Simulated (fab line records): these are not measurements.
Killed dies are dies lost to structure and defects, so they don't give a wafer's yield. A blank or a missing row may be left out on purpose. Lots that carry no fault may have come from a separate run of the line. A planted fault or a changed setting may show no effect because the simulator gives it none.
Comparing a struck lot with a sound one :: flow sky130 :: 44 out of 708 route steps
Sound: wafers L934.2, L934.4, L934.6. Struck: wafer L940.3 (left out: L940.1, L940.4 of the same lot, which were not struck); the cause appears at the end.
Each step with rows lists, per side, the tool, then ch with its chambers, then its first start. Under that, the readings that differ: sound wafers :: struck wafers :: difference of the means :: sigmas: that difference in standard deviations of wafers without a fault.
alike: a reading whose means differ by less than 2 such deviations, as well as words and numbers matching on both sides. not compared: withheld readings; readings where some wafer has no value; bounds like >300 that might hide an equal value; numbers whose values overlap and for which the record gives no deviation.
The two part at a step that has a row with sigmas, a row that says differs or no value, or rows on one side only. When numbers do not overlap yet have no deviation, they are printed without sigmas and do not part them. A reading missing from all wafers of one side parts the sides only when that side holds two or more wafers.

SKY_VIA3_SPUTTER_20: material TiN, target thk 20 nm, time 80 s.
  struck on pvd sputter-03, day 42 01:22; sound on pvd sputter-01, day 40 08:03
  alike: throttle valve pct
then, 1 step without rows for these wafers: SKY_VIA3_CVD_21 (deposits W, target thk 390 nm, time 117.31 s).
SKY_VIA3_RS_MEAS_22: measures by four-point-probe.
  struck on film metro-04, day 42 01:34; sound on film metro-01, day 40 08:15
  alike: VIA3_W_RS
SKY_VIA3_THK_MEAS_23: measures by xrf.
  struck on film metro-04, day 42 01:41; sound on film metro-01, day 40 08:22
  alike: VIA3_W_THK
then, 1 step without rows for these wafers: SKY_VIA3_CMP_24 (polishes, stops on SiO2, t overpolish 20 s, target thk 0 nm).
SKY_METAL4_SPUTTER_00: material Ti, target thk 15 nm, time 10 s.
  struck on pvd sputter-04, day 42 02:16; sound on pvd sputter-03, day 40 08:43
  alike: throttle valve pct
then, 1 step without rows for these wafers: SKY_METAL4_SPUTTER_01 (material TiN, target thk 20 nm, time 16.7 s).
SKY_METAL4_SPUTTER_02: material AlCu, target thk 735 nm, time 39.1 s.
  struck on pvd sputter-04, day 42 02:19; sound on pvd sputter-03, day 40 08:46
  alike: throttle valve pct
then, 3 steps without rows for these wafers: SKY_METAL4_SPUTTER_03 (material Ti, target thk 5 nm, time 3.3 s); SKY_METAL4_SPUTTER_04 (material TiN, target thk 70 nm, time 58.3 s); SKY_CAP2M_CVD_00 (deposits SiO2, target thk 15.5 nm).
SKY_CAP2M_THK_MEAS_01:
  struck on film metro-02, day 42 02:27; sound on film metro-01, day 40 08:54
  alike: CAP2M_CVD_00_THK
SKY_CAP2M_SPUTTER_02: material TiN, target thk 200 nm, time 166.7 s.
  struck on pvd sputter-01, day 42 02:31; sound on pvd sputter-01, day 40 08:57
reading: model.TiN_of_CAP2M_SPUTTER_02.thk nm (nm)
sound: 198 199.2 198.5
struck: 147.3
difference: -51.3
sigmas: 
  alike: throttle valve pct
SKY_CAP2M_RS_MEAS_03: measures by four-point-probe.
  struck on film metro-02, day 42 02:37; sound on film metro-03, day 40 09:05
reading: CAP2M_TIN_RS (ohm/sq)
sound: 6.97 6.93 6.94
struck: 9.50
difference: +2.55
sigmas: +34
SKY_CAP2M_THK_MEAS_04: measures by xrf.
  struck on film metro-02, day 42 02:44; sound on film metro-03, day 40 09:11
reading: CAP2M_TIN_THK (nm)
sound: 197.5 199.1 197.8
struck: 146.8
difference: -51.3
sigmas: -23
then, 7 steps without rows for these wafers: SKY_CAP2M_DEHYDRATE_05 (time 60 s); SKY_CAP2M_HMDS_06 (prime time 60 s); SKY_CAP2M_COAT_07 (resist thk 1140 nm); SKY_CAP2M_SOFTBAKE_08 (time 60 s); SKY_CAP2M_EXPOSE_09 (exposes mask CAP2M, target cd 1000 nm); SKY_CAP2M_PEB_10; SKY_CAP2M_DEVELOP_11 (develop time 60 s).
SKY_CAP2M_OVL_MEAS_12:
  struck on overlay-02, day 43 01:47; sound on overlay-02, day 41 08:54
  alike: CAP2M_OVL
SKY_CAP2M_METAL_ETCH_13: etches TiN in Cl2/BCl3, stops on SiO2, target depth 220 nm, time 62.9 s.
  sound on rie metal-04 ch 0,1, day 41 08:56; struck on rie metal-02 ch 0, day 43 01:50
reading: oes product au (a.u.)
sound: 0.934 0.936 0.936
struck: 0.790
difference: -0.145
sigmas: -20

reading: throttle valve pct (%)
sound: 21.904 21.895 21.905
struck: 22.001
difference: +0.100
sigmas: +9
  alike: drypump motor current A
  not compared: rf hours counter h
then, 12 steps without rows for these wafers: SKY_CAP2M_STRIP_14 (strips in O2/N2); SKY_CAP2M_STRIP_15 (strips in post etch residue remover, time 1200 s); SKY_CAP2M_CLEAN_16 (cleans in IPA, time 180 s); SKY_CAP2M_CLEAN_17 (cleans in O3/DIW); SKY_METAL4_DEHYDRATE_05 (time 60 s); SKY_METAL4_HMDS_06 (prime time 60 s); SKY_METAL4_COAT_07 (resist thk 60 nm); SKY_METAL4_COAT_08 (resist thk 1140 nm); SKY_METAL4_SOFTBAKE_09 (time 90 s); SKY_METAL4_EXPOSE_10 (exposes mask MM4, target cd 300 nm); SKY_METAL4_PEB_11; SKY_METAL4_DEVELOP_12 (develop time 60 s).
SKY_METAL4_CD_MEAS_13 targets a cd of 300 nm.
  struck on cd sem-02, day 44 01:34; sound on cd sem-02, day 42 09:52
  alike: cd nm
SKY_METAL4_OVL_MEAS_14:
  struck on overlay-02, day 44 01:41; sound on overlay-02, day 42 09:58
reading: METAL4_OVL (nm)
sound: 2 2 8
struck: -10
difference: -14
sigmas: -2
then, 1 step without rows for these wafers: SKY_METAL4_DESCUM_15 (chemistry O2, time 8 s).
SKY_METAL4_ETCH_16: etches BARC in N2/H2, stops on SiO2, time 88.2 s, target depth 60 nm.
  sound on rie metal-04 ch 0, day 42 10:02; struck on rie metal-04 ch 1, day 44 01:45
reading: drypump motor current A (A)
sound: 6.5 6.5 6.5
struck: 5.3
difference: -1.2
sigmas: -2
  alike: oes product au, throttle valve pct
  not compared: rf hours counter h
SKY_METAL4_ETCH_17: etches SiO2 in C4F8/O2/Ar, stops on TiN, time 3.9 s, target depth 15 nm.
  sound on rie diel-01 ch 0,1,3, day 42 10:08; struck on rie diel-01 ch 0, day 44 01:51
  alike: oes product au
  not compared: rf hours counter h
then, 1 step without rows for these wafers: SKY_METAL4_METAL_ETCH_18 (etches the open film in Cl2/BCl3, stops on SiO2, target depth 845 nm, time 183.1 s).
SKY_METAL4_STRIP_20: strips in post etch residue remover, time 1200 s.
  sound on wet bench-01 ch 0, day 42 10:25; struck on wet bench-02 ch 0, day 44 02:08
reading: model.TiN_of_CAP2M_SPUTTER_02.thk nm (nm)
sound: 197.1 198.4 197.7
struck: 146.4
difference: -51.3
sigmas: 
  alike: bath heat duty pct
-- the record jumps here: 4 days lie between the struck wafers' starts before and after (it left off in module METAL4 and takes up again in module PAD_OPEN, whose first step shown is number 708 of the route) --
SKY_PAD_OPEN_PROBE_99:
  struck on prober-01, day 47 18:23; sound on prober-01, day 46 10:03
reading: sort_bin_3_pad_short (%)
sound: 0.8 1.4 1.0
struck: 2.0
difference: +0.9
sigmas: +2

reading: model.etest.cap mim2.plate ohm sq
sound: 6.12 6.012 5.953
struck: 8.187
difference: +2.159
sigmas: 

reading: model.etest.cap mim2.bv v (V)
sound: 14.04 13.64 14.52
struck: 12.34
difference: -1.73
sigmas: 

reading: model.etest.cap mim2.leak log10 a cm2
sound: -8.851 -8.989 -9.189
struck: -8.507
difference: +0.503
sigmas: 
  alike: defect limited yield, killed_at_M0_to_M3, killed_at_M4_up, killed at contacts, killed at front end, killed at other, killed dies, killed open, killed short, sort_bin_5_function, sort_bin_6_memory, sort n pass, sort yield pct

## WHERE THEY PART
At SKY_CAP2M_RS_MEAS_03 first; at SKY_PAD_OPEN_PROBE_99 last (within this record only).

WHY: the cause the simulator had injected
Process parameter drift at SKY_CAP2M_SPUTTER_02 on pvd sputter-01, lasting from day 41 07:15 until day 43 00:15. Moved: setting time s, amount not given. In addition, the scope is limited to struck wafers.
